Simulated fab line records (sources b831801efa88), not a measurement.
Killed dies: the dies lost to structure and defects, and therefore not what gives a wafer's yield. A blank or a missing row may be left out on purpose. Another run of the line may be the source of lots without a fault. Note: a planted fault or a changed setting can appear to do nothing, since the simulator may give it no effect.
Which tool was responsible?	flow sky130	42 wafers from 14 lots sampled at 4 of the route's 708 steps

== WHAT THE GAUGES SHOWED, per wafer ==
SKY_SD_P_CD_MEAS_07: the cd target is 380 nm. Usual: cd nm 380.0 nm, standard deviation 2.6.
lot	measured	on	cd nm (nm)	flag
L578	day 25 08:09	cd sem-01	377.5 378.4 377.0	
L580	day 25 20:02	cd sem-01	380.5 377.5 380.7	
L581	day 26 13:21	cd sem-01	382.7 383.0 379.5	
L590	day 29 15:50	cd sem-01	381.1 378.9 379.8	
L591	day 30 06:53	cd sem-02	377.7 380.3 378.6	
L594	day 31 07:09	cd sem-01	384.4 382.9 382.8	
L595	day 31 11:38	cd sem-01	380.1 378.2 378.2	
L596	day 31 17:22	cd sem-02	378.7 379.9 377.5	
L597	day 32 04:09	cd sem-02	378.0 377.0 378.5	
L599	day 32 09:56	cd sem-02	379.7 379.0 379.2	
L598	day 32 13:33	cd sem-01	377.0 379.7 379.5	
L600	day 32 17:18	cd sem-01	379.0 380.1 382.6	

SKY_VIA1_CD_MEAS_12: the cd target is 150 nm. Usual: cd nm 150.2 nm, standard deviation 1.7.
lot	measured	on	cd nm (nm)	flag
L578	day 33 21:24	cd sem-02	148.5 149.6 149.3	
L580	day 34 06:27	cd sem-01	152.0 151.9 150.0	
L581	day 34 23:55	cd sem-01	148.9 148.6 150.1	
L590	day 37 17:27	cd sem-01	149.8 149.9 149.7	
L591	day 38 09:14	cd sem-02	151.1 148.3 152.0	
L594	day 39 09:00	cd sem-02	150.4 150.9 152.2	
L595	day 39 13:24	cd sem-02	147.2 146.1 148.1	
L596	day 39 16:32	cd sem-02	147.3 147.1 147.5	
L597	day 40 02:21	cd sem-02	152.2 151.5 151.7	
L599	day 40 05:25	cd sem-01	151.2 152.3 151.5	
L598	day 40 11:27	cd sem-01	153.5 151.7 152.0	
L600	day 40 14:46	cd sem-01	150.2 151.6 150.9	

== WHAT TOOL EACH LOT RAN ON (gives the tool, then ch and the chambers of the sampled wafers, and finally the start) ==
lot	SKY_POLY_GATE_DEVELOP_12	SKY_CONTACT_CMP_27
L578	litho track-01 ch 0, day 16 08:00	cmp-01 ch 1,2,3, day 31 13:29
L580	litho track-01 ch 0, day 16 20:00	cmp-01 ch 1,3, day 31 22:23
L581	litho track-03 ch 0, day 17 06:00	cmp-02 ch 0,1,2, day 32 15:59
L582	litho track-01, day 17 11:00	-
L583	litho track-01, day 18 07:00	-
L590	litho track-04 ch 0, day 20 19:00	cmp-01 ch 0,1,2, day 35 12:30
L591	litho track-01 ch 0, day 21 11:00	cmp-02 ch 1,2,3, day 36 03:54
L594	litho track-03 ch 0, day 22 16:00	cmp-01 ch 0,2,3, day 37 04:02
L595	litho track-03 ch 0, day 22 18:00	cmp-02 ch 1,2, day 37 09:05
L596	litho track-03 ch 0, day 23 01:00	cmp-01 ch 0,1,2, day 37 12:35
L597	litho track-01 ch 0, day 23 15:00	cmp-02 ch 0,1,2, day 37 22:43
L599	litho track-04 ch 0, day 23 22:00	cmp-02 ch 1,3, day 38 02:59
L598	litho track-04 ch 0, day 23 23:00	cmp-01 ch 0,2,3, day 38 08:26
L600	litho track-04 ch 0, day 24 05:00	cmp-02 ch 1,2,3, day 38 11:23
- SKY_POLY_GATE_DEVELOP_12: develop time 60 s.
- SKY_CONTACT_CMP_27: polishes, stops on SiO2, t overpolish 15 s, target thk 0 nm.

== AS READ BY THE TOOLS THEMSELVES (means over the sampled wafers that have a number; for cases with no such wafer, the mark the record gives instead) ==
SKY_POLY_GATE_DEVELOP_12. Usual: chill plate temp C 22.99 C, standard deviation 0.1.
lot	tool	chill plate temp C (C)	flag
L578	litho track-01	22.86	
L580	litho track-01	23.09	
L581	litho track-03	22.99	
L582	litho track-01	-	OFF
L583	litho track-01	-	OFF
L590	litho track-04	22.89	
L591	litho track-01	22.95	
L594	litho track-03	23.03	
L595	litho track-03	22.92	
L596	litho track-03	23.05	
L597	litho track-01	23.02	
L599	litho track-04	23.01	
L598	litho track-04	22.88	
L600	litho track-04	22.90	

SKY_CONTACT_CMP_27. Usual: motor current A 10.5 A, standard deviation 0.83; overpolish run s 15.001 s, standard deviation 0.0083; platen rpm 60.00 rpm, standard deviation 0.039; slurry filter dp kPa 13.51 kPa, standard deviation 0.15; time to endpoint s 83 s, standard deviation 4.1.
lot	tool	motor current A (A)	overpolish run s (s)	platen rpm (rpm)	slurry filter dp kPa (kPa)	time to endpoint s (s)	flag
L578	cmp-01	10.3	15.011	59.97	13.47	89	
L580	cmp-01	10.0	14.996	59.97	13.72	90	
L581	cmp-02	10.6	15.002	59.97	13.40	84	
L590	cmp-01	10.1	15.003	59.98	13.41	84	
L591	cmp-02	11.0	15.003	59.99	13.50	79	
L594	cmp-01	10.8	15.005	60.00	13.47	86	
L595	cmp-02	10.9	14.998	60.00	13.55	79	
L596	cmp-01	10.3	15.003	60.02	13.59	86	
L597	cmp-02	10.7	14.996	60.04	13.42	74	
L599	cmp-02	10.9	14.997	59.98	13.47	80	
L598	cmp-01	11.0	14.996	59.99	13.53	82	
L600	cmp-02	10.9	15.000	60.01	13.58	79	

== THE ANSWER, worked out from the rows above alone ==
Rule: take the mean of a lot's wafers that have a number; if it is more than 3 standard deviations from the usual mean, the lot is off. A lot without any number at a reading at which 4 lots or more have one is off too. All remaining lots with rows at the step are treated as sound. First the gauges in route order, then the tools' own readings, where a lot's mean is used as printed above. At the first step where some lot is off, the reading lying furthest off is the one used; lots without a number count as furthest.
Off at SKY_POLY_GATE_DEVELOP_12 (chill plate temp C): L582, L583. Without a number there: L582, L583.
A tool fits if, at that step or a process step before it, it ran every lot that is off, and no sound lot after the first of them. Of those tried, none fits.

== WHAT THE SIMULATOR PUT IN ==
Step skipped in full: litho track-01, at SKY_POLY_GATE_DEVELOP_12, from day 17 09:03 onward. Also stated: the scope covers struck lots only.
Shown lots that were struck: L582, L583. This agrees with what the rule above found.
